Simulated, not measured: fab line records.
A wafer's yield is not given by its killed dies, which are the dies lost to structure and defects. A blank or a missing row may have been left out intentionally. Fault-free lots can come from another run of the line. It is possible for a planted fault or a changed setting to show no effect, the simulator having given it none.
Which tool did it? :: flow sky130 :: 24 lots, 72 wafers sampled, at 2 steps of a route of 708

== WHAT EACH GAUGE READ, for each wafer ==
SKY_POLY_GATE_THK_MEAS_04. Usual: POLY_GATE_CVD_03_THK 74.8 nm, standard deviation 0.66.
lot: L074
measured: day 15 10:25
on: film-metro-01
POLY_GATE_CVD_03_THK (nm): 75.4 75.1 75.4
flag: 

lot: L075
measured: day 15 19:22
on: film-metro-04
POLY_GATE_CVD_03_THK (nm): 74.8 74.6 74.2
flag: 

lot: L076
measured: day 16 03:07
on: film-metro-03
POLY_GATE_CVD_03_THK (nm): 75.1 74.9 75.5
flag: 

lot: L077
measured: day 16 15:25
on: film-metro-01
POLY_GATE_CVD_03_THK (nm): 74.6 75.2 74.4
flag: 

lot: L078
measured: day 17 12:56
on: film-metro-04
POLY_GATE_CVD_03_THK (nm): 73.2 72.8 73.8
flag: 

lot: L079
measured: day 17 12:56
on: film-metro-01
POLY_GATE_CVD_03_THK (nm): 73.8 74.3 74.2
flag: 

lot: L080
measured: day 17 12:56
on: film-metro-03
POLY_GATE_CVD_03_THK (nm): 74.2 74.1 75.1
flag: 

lot: L081
measured: day 17 20:10
on: film-metro-03
POLY_GATE_CVD_03_THK (nm): 75.1 74.6 74.9
flag: 

lot: L082
measured: day 18 13:01
on: film-metro-01
POLY_GATE_CVD_03_THK (nm): 74.5 74.1 74.0
flag: 

lot: L083
measured: day 18 15:07
on: film-metro-03
POLY_GATE_CVD_03_THK (nm): 74.7 75.2 74.9
flag: 

lot: L084
measured: day 19 06:43
on: film-metro-01
POLY_GATE_CVD_03_THK (nm): 75.7 75.4 75.4
flag: 

lot: L085
measured: day 19 06:40
on: film-metro-01
POLY_GATE_CVD_03_THK (nm): 75.8 75.6 75.2
flag: 

lot: L086
measured: day 19 11:02
on: film-metro-04
POLY_GATE_CVD_03_THK (nm): 74.7 75.6 75.2
flag: 

lot: L087
measured: day 19 23:43
on: film-metro-04
POLY_GATE_CVD_03_THK (nm): 76.1 75.4 75.5
flag: 

lot: L088
measured: day 20 09:07
on: film-metro-04
POLY_GATE_CVD_03_THK (nm): 74.6 75.1 76.1
flag: 

lot: L089
measured: day 20 18:04
on: film-metro-01
POLY_GATE_CVD_03_THK (nm): 74.7 75.1 74.8
flag: 

lot: L090
measured: day 21 05:12
on: film-metro-04
POLY_GATE_CVD_03_THK (nm): 75.4 74.9 74.6
flag: 

lot: L092
measured: day 21 21:08
on: film-metro-01
POLY_GATE_CVD_03_THK (nm): 75.6 75.3 74.6
flag: 

lot: L091
measured: day 21 23:31
on: film-metro-04
POLY_GATE_CVD_03_THK (nm): 75.0 75.7 74.9
flag: 

lot: L093
measured: day 22 05:04
on: film-metro-04
POLY_GATE_CVD_03_THK (nm): 75.3 75.2 75.2
flag: 

lot: L094
measured: day 22 14:22
on: film-metro-01
POLY_GATE_CVD_03_THK (nm): 75.6 75.7 75.6
flag: 

lot: L096
measured: day 23 05:52
on: film-metro-01
POLY_GATE_CVD_03_THK (nm): 74.8 74.4 74.7
flag: 

lot: L095
measured: day 23 08:59
on: film-metro-01
POLY_GATE_CVD_03_THK (nm): 73.8 73.8 73.7
flag: 

lot: L097
measured: day 24 01:19
on: film-metro-01
POLY_GATE_CVD_03_THK (nm): 75.1 74.7 74.1
flag: 

== WHAT TOOL EACH LOT RAN ON (gives the tool, then ch and the chambers of the sampled wafers, and finally the start) ==
lot: L074
SKY_NWELL_STRIP_25: plasma-asher-03 ch 0,1, day 5 13:24

lot: L075
SKY_NWELL_STRIP_25: plasma-asher-03 ch 0,1, day 5 18:19

lot: L076
SKY_NWELL_STRIP_25: plasma-asher-01 ch 0,1, day 6 00:45

lot: L077
SKY_NWELL_STRIP_25: plasma-asher-01 ch 0,1, day 6 08:12

lot: L078
SKY_NWELL_STRIP_25: plasma-asher-03 ch 0, day 6 11:26

lot: L079
SKY_NWELL_STRIP_25: plasma-asher-01 ch 0,1, day 6 16:00

lot: L080
SKY_NWELL_STRIP_25: plasma-asher-03 ch 0,1, day 6 21:18

lot: L081
SKY_NWELL_STRIP_25: plasma-asher-03 ch 0,1, day 7 00:21

lot: L082
SKY_NWELL_STRIP_25: plasma-asher-01 ch 0,1, day 7 14:05

lot: L083
SKY_NWELL_STRIP_25: plasma-asher-04 ch 1, day 7 15:02

lot: L084
SKY_NWELL_STRIP_25: plasma-asher-03 ch 0,1, day 7 22:12

lot: L085
SKY_NWELL_STRIP_25: plasma-asher-03 ch 0,1, day 8 00:44

lot: L086
SKY_NWELL_STRIP_25: plasma-asher-01 ch 0,1, day 8 06:09

lot: L087
SKY_NWELL_STRIP_25: plasma-asher-04 ch 0,1, day 8 12:49

lot: L088
SKY_NWELL_STRIP_25: plasma-asher-03 ch 0,1, day 8 19:59

lot: L089
SKY_NWELL_STRIP_25: plasma-asher-01 ch 0,1, day 9 02:47

lot: L090
SKY_NWELL_STRIP_25: plasma-asher-04 ch 0,1, day 9 10:26

lot: L092
SKY_NWELL_STRIP_25: plasma-asher-03 ch 0,1, day 9 23:07

lot: L091
SKY_NWELL_STRIP_25: plasma-asher-04 ch 0,1, day 9 23:51

lot: L093
SKY_NWELL_STRIP_25: plasma-asher-03 ch 0,1, day 10 03:56

lot: L094
SKY_NWELL_STRIP_25: plasma-asher-04 ch 0,1, day 10 11:39

lot: L096
SKY_NWELL_STRIP_25: plasma-asher-03 ch 0,1, day 11 00:21

lot: L095
SKY_NWELL_STRIP_25: plasma-asher-01 ch 0,1, day 11 00:50

lot: L097
SKY_NWELL_STRIP_25: plasma-asher-04 ch 0,1, day 11 13:08
- SKY_NWELL_STRIP_25: strips in O2/N2.

== WHAT THE TOOLS THEMSELVES READ (means of the sampled wafers that have a number; where no wafer has one, the mark that the record gives instead) ==
SKY_NWELL_STRIP_25. Usual: drypump-motor-current-A 6.12 A, standard deviation 0.26; n2-flow-sccm 300.2 sccm, standard deviation 0.87; oes-product-au 0.722 a.u., standard deviation 0.004; strip-time-to-endpoint-s 36.95 s, standard deviation 0.091.
lot: L074
tool: plasma-asher-03
drypump-motor-current-A (A): 6.02
n2-flow-sccm (sccm): 300.5
oes-product-au (a.u.): 0.723
strip-time-to-endpoint-s (s): 36.79
flag: 

lot: L075
tool: plasma-asher-03
drypump-motor-current-A (A): 6.04
n2-flow-sccm (sccm): 299.6
oes-product-au (a.u.): 0.723
strip-time-to-endpoint-s (s): 37.05
flag: 

lot: L076
tool: plasma-asher-01
drypump-motor-current-A (A): 5.98
n2-flow-sccm (sccm): 299.9
oes-product-au (a.u.): 0.722
strip-time-to-endpoint-s (s): 37.02
flag: 

lot: L077
tool: plasma-asher-01
drypump-motor-current-A (A): 6.00
n2-flow-sccm (sccm): 300.1
oes-product-au (a.u.): 0.715
strip-time-to-endpoint-s (s): 37.00
flag: 

lot: L078
tool: plasma-asher-03
drypump-motor-current-A (A): 5.79
n2-flow-sccm (sccm): 301.0
oes-product-au (a.u.): 0.719
strip-time-to-endpoint-s (s): 37.01
flag: 

lot: L079
tool: plasma-asher-01
drypump-motor-current-A (A): 6.08
n2-flow-sccm (sccm): 300.6
oes-product-au (a.u.): 0.724
strip-time-to-endpoint-s (s): 37.03
flag: 

lot: L080
tool: plasma-asher-03
drypump-motor-current-A (A): 6.05
n2-flow-sccm (sccm): 299.9
oes-product-au (a.u.): 0.722
strip-time-to-endpoint-s (s): 36.94
flag: 

lot: L081
tool: plasma-asher-03
drypump-motor-current-A (A): 6.29
n2-flow-sccm (sccm): 300.9
oes-product-au (a.u.): 0.720
strip-time-to-endpoint-s (s): 37.03
flag: 

lot: L082
tool: plasma-asher-01
drypump-motor-current-A (A): 6.00
n2-flow-sccm (sccm): 300.4
oes-product-au (a.u.): 0.722
strip-time-to-endpoint-s (s): 36.92
flag: 

lot: L083
tool: plasma-asher-04
drypump-motor-current-A (A): 6.24
n2-flow-sccm (sccm): 300.7
oes-product-au (a.u.): 0.722
strip-time-to-endpoint-s (s): 36.85
flag: 

lot: L084
tool: plasma-asher-03
drypump-motor-current-A (A): 6.28
n2-flow-sccm (sccm): 300.2
oes-product-au (a.u.): 0.724
strip-time-to-endpoint-s (s): 36.88
flag: 

lot: L085
tool: plasma-asher-03
drypump-motor-current-A (A): 6.29
n2-flow-sccm (sccm): 299.9
oes-product-au (a.u.): 0.723
strip-time-to-endpoint-s (s): 36.98
flag: 

lot: L086
tool: plasma-asher-01
drypump-motor-current-A (A): 5.98
n2-flow-sccm (sccm): 299.5
oes-product-au (a.u.): 0.724
strip-time-to-endpoint-s (s): 37.00
flag: 

lot: L087
tool: plasma-asher-04
drypump-motor-current-A (A): 6.16
n2-flow-sccm (sccm): 299.7
oes-product-au (a.u.): 0.724
strip-time-to-endpoint-s (s): 36.88
flag: 

lot: L088
tool: plasma-asher-03
drypump-motor-current-A (A): 6.25
n2-flow-sccm (sccm): 299.4
oes-product-au (a.u.): 0.724
strip-time-to-endpoint-s (s): 36.85
flag: 

lot: L089
tool: plasma-asher-01
drypump-motor-current-A (A): 6.07
n2-flow-sccm (sccm): 299.6
oes-product-au (a.u.): 0.724
strip-time-to-endpoint-s (s): 36.89
flag: 

lot: L090
tool: plasma-asher-04
drypump-motor-current-A (A): 6.13
n2-flow-sccm (sccm): 299.3
oes-product-au (a.u.): 0.725
strip-time-to-endpoint-s (s): 37.04
flag: 

lot: L092
tool: plasma-asher-03
drypump-motor-current-A (A): 6.26
n2-flow-sccm (sccm): 299.3
oes-product-au (a.u.): 0.719
strip-time-to-endpoint-s (s): 37.02
flag: 

lot: L091
tool: plasma-asher-04
drypump-motor-current-A (A): 6.17
n2-flow-sccm (sccm): 299.4
oes-product-au (a.u.): 0.722
strip-time-to-endpoint-s (s): 36.99
flag: 

lot: L093
tool: plasma-asher-03
drypump-motor-current-A (A): 6.04
n2-flow-sccm (sccm): 300.7
oes-product-au (a.u.): 0.722
strip-time-to-endpoint-s (s): 36.95
flag: 

lot: L094
tool: plasma-asher-04
drypump-motor-current-A (A): 6.13
n2-flow-sccm (sccm): 299.7
oes-product-au (a.u.): 0.721
strip-time-to-endpoint-s (s): 36.87
flag: 

lot: L096
tool: plasma-asher-03
drypump-motor-current-A (A): 6.01
n2-flow-sccm (sccm): 299.7
oes-product-au (a.u.): 0.722
strip-time-to-endpoint-s (s): 36.86
flag: 

lot: L095
tool: plasma-asher-01
drypump-motor-current-A (A): 6.07
n2-flow-sccm (sccm): 301.0
oes-product-au (a.u.): 0.721
strip-time-to-endpoint-s (s): 36.94
flag: 

lot: L097
tool: plasma-asher-04
drypump-motor-current-A (A): 6.20
n2-flow-sccm (sccm): 299.2
oes-product-au (a.u.): 0.726
strip-time-to-endpoint-s (s): 36.85
flag: 

== THE ANSWER, worked out from the rows above alone ==
Rule: a lot counts as off when the mean over its wafers that have a number is more than 3 standard deviations away from the usual mean. A lot without any number at a reading at which 4 lots or more have one is off too. Any other lot the step has rows for is counted as sound. The gauges are gone through in route order, then the tools' own readings, and for those a lot's mean is taken as printed above. At the first step where some lot is off, the reading lying furthest off is the one used; lots without a number count as furthest.
No lot is off on any of the readings shown, so nothing can be concluded from this.

== WHAT HAD BEEN PUT IN BY THE SIMULATOR ==
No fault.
